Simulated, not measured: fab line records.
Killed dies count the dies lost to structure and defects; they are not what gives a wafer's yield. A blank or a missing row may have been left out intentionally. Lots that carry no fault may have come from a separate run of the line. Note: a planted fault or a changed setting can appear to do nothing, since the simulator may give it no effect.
Code-filled problem report in 8D (eight disciplines) form ; flow gf180mcu ; the parts of the form that need people (team, actions taken, sign-off) are left out

## 1. WHAT WENT WRONG
V3_CVD_00_THK at GF_V3_THK_MEAS_01 reads a mean of 477 nm on 1 wafer of 1 lot; wafers without a fault read 602 nm with a standard deviation of 8.6. Measured from the usual mean, that is -15 standard deviations.
First seen on wafer L476.1, day 25 18:19, on film_metro-02. The record has a number at this step for 36 wafers belonging to 12 lots. The rule behind "out" and "out of limits": a value lying over 4 standard deviations away from the usual mean. All remaining wafers that have a number are taken as sound.

## 2. WHAT IT IS, WHAT IT ISN'T
question;is;is not
which readings at this step;V3_CVD_00_THK;-
which lots;L476;L465, L467, L470, L471, L472, L474, L477, L484, L485, L486, L487
which wafers of those lots;L476.1;L476.3, L476.6
read on which gauges;film_metro-02;film_metro-01, film_metro-04
when;from day 25 18:19;"up to then (20 sound wafers); but 15 sound wafers of L477, L484, L485, L486, L487 came after"

## 3. THE SUSPECTS, EACH WITH WHAT RULES IT OUT
Counting: any tool at a process step up to the reading remains a suspect provided it ran every lot that is out. Sound lots after the first of them don't rule it out here, since some wafers of a struck lot are sound.
- the gauge at GF_V3_THK_MEAS_01 has been ruled out. All the wafers that are out were read on film_metro-02, but those of them that GF_V3_CVD_00 has rows for are out there too, on other tools.
- rie_diel-02 at GF_V2_ETCH_16 (etches BARC in N2/H2): kept. The lot that is out, L476, ran on it at day 24 18:00; the last sound lot it ran before that was L471, at day 22 23:03.
- pvd_sputter-03 at GF_V2_SPUTTER_22 (material TiN, target thk 10 nm, time 40 s): kept. The lot that is out, L476, ran on it at day 24 18:44; the last sound lot it ran before that was L470, at day 22 13:33.
- pvd_sputter-01 at GF_M3_SPUTTER_02 (material AlCu, target thk 450 nm, time 23.9 s): kept. The lot that is out, L476, ran on it at day 24 19:37; the last sound lot it ran before that was L472, at day 23 09:43.
- hdpcvd-01 at GF_V3_CVD_00 (deposits SiO2, target thk 600 nm, time 100 s): kept. The lot that is out, L476, ran on it at day 25 18:14; the last sound lot it ran before that was L474, at day 25 01:13. Its own readings are out on those wafers: sih4_flow_sccm.
- The sound lot-mates ran in chamber 1 of rie_diel-02 at GF_V2_ETCH_16, but the wafers that are out ran in chamber 0.
- In hdpcvd-01 at GF_V3_CVD_00, the wafers that are out were processed in chamber 2 and their sound lot-mates in chambers 0, 1.
Left after counting: rie_diel-02 at GF_V2_ETCH_16, pvd_sputter-03 at GF_V2_SPUTTER_22, pvd_sputter-01 at GF_M3_SPUTTER_02, hdpcvd-01 at GF_V3_CVD_00.

## 4. THE CAUSE (what the simulator had put in)
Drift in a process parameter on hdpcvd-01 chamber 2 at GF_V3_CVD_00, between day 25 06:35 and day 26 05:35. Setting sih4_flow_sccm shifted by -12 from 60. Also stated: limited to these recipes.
4 suspects survive the count, and this tool is in that group.

## 5. SEQUENCE OF EFFECTS, ordered by route
Each row: a reading whose mean over the struck wafers that have a number lies more than 3 standard deviations from the usual. Only readings for which the record gives a usual standard deviation are gone through. hours: the time from each lot's start at the first step in this table that gives one to its start at this step, as a median over the lots. sigmas: the change in usual standard deviations.
hours;step;reading;usual;on struck wafers;change;sigmas
0;GF_V3_CVD_00;sih4_flow_sccm;59.96 sccm;48.09;-11.87;-70
0;GF_V3_THK_MEAS_01;V3_CVD_00_THK;602 nm;477;-125;-15
Its process steps:
- GF_V3_CVD_00: deposits SiO2, target thk 600 nm, time 100 s.

## 6. HOW IT WOULD HAVE BEEN CAUGHT EARLIER
The first out-of-limits reading at a measuring or inspecting step in this record came at day 25 18:19, 12 hours after the fault's start at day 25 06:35.
The tool's own readings at GF_V3_CVD_00 were out on every struck wafer that the step has a row for (sih4_flow_sccm): an alarm limit on them would have fired on the first of those.
All the lots that are out (1) had begun GF_V3_CVD_00 on hdpcvd-01 by day 25 18:19. A hold on the tool at that time would have spared none of them.
